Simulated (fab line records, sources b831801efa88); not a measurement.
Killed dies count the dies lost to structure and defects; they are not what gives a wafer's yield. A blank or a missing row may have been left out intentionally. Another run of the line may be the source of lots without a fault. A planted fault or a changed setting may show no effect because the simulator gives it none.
What tool caused it?    flow sky130    Sampling: 6 lots, 18 wafers, 4 of 708 route steps

## WHAT THE GAUGES READ, wafer by wafer
SKY_VT_ADJUST_LVTN_TW_MEAS_10.
lot   measured      on             VT_ADJUST_LVTN_TW
L500  day 7 17:48   film-metro-02  237 236 238
L503  day 8 05:44   film-metro-01  30 31 30
L513  day 10 19:26  film-metro-01  244 245 245
L515  day 11 04:24  film-metro-01  243 243 242
L517  day 11 17:50  film-metro-02  238 237 238
L519  day 12 06:58  film-metro-04  241 240 240

## WHICH TOOL RAN EACH LOT (tool, then ch and the chambers of the sampled wafers, then the start)
lot   SKY_FIELD_ISO_CMP_27          SKY_VT_ADJUST_HVTP_STRIP_10           SKY_VT_ADJUST_LVTN_STRIP_09
L500  cmp-02 ch 0,1,2, day 3 01:01  plasma-asher-02 ch 0,1, day 6 22:13   plasma-asher-01 ch 0,1, day 7 17:43
L503  cmp-02 ch 1,2,3, day 3 09:51  plasma-asher-01 ch 0,1, day 7 09:31   plasma-asher-02 ch 0,1, day 8 05:37
L513  cmp-01 ch 1,3, day 5 11:32    plasma-asher-02 ch 1, day 9 20:13     plasma-asher-01 ch 0, day 10 19:20
L515  cmp-01 ch 1,2,3, day 5 20:50  plasma-asher-02 ch 0,1, day 10 05:32  plasma-asher-02 ch 0, day 11 04:17
L517  cmp-02 ch 0,1,3, day 6 05:27  plasma-asher-01 ch 0,1, day 10 18:02  plasma-asher-04 ch 0,1, day 11 17:44
L519  cmp-01 ch 0,1,2, day 6 18:06  plasma-asher-03 ch 0,1, day 11 06:56  plasma-asher-01 ch 0,1, day 12 06:52
- SKY_FIELD_ISO_CMP_27: polishes, stops on Si3N4, t overpolish 16 s, target thk 457.8 nm.
- SKY_VT_ADJUST_HVTP_STRIP_10: strips in O2/N2.
- SKY_VT_ADJUST_LVTN_STRIP_09: strips in O2/N2.

## THE ANSWER, worked out from the rows above alone
Rule: what is usual is taken from the lots themselves. Put in order of their means at a reading, lots are off if they are a third of the lots or fewer, leave a main group of 4 or more, and stand apart from it by a gap of 3 or more times the standard deviation of the main group's means; of several such gaps the widest counts. The tables above print the reading to a certain number of digits; a main group whose means all agree to those digits is not used. Also off: a lot with no number at a reading for which 4 or more lots have one. Where the step has rows for the other lots, those lots are counted as sound.
Off: L503, seen at SKY_VT_ADJUST_LVTN_TW_MEAS_10 (VT_ADJUST_LVTN_TW). For the main group the mean is 240 and the standard deviation 2.9.
If a tool, at a process step before that reading, ran all the lots that are off and no sound lot after the first of them, it fits. The gauges at SKY_VT_ADJUST_LVTN_TW_MEAS_10 are tried like those tools. No candidate that was tried fits.

## WHAT THE SIMULATOR PUT IN
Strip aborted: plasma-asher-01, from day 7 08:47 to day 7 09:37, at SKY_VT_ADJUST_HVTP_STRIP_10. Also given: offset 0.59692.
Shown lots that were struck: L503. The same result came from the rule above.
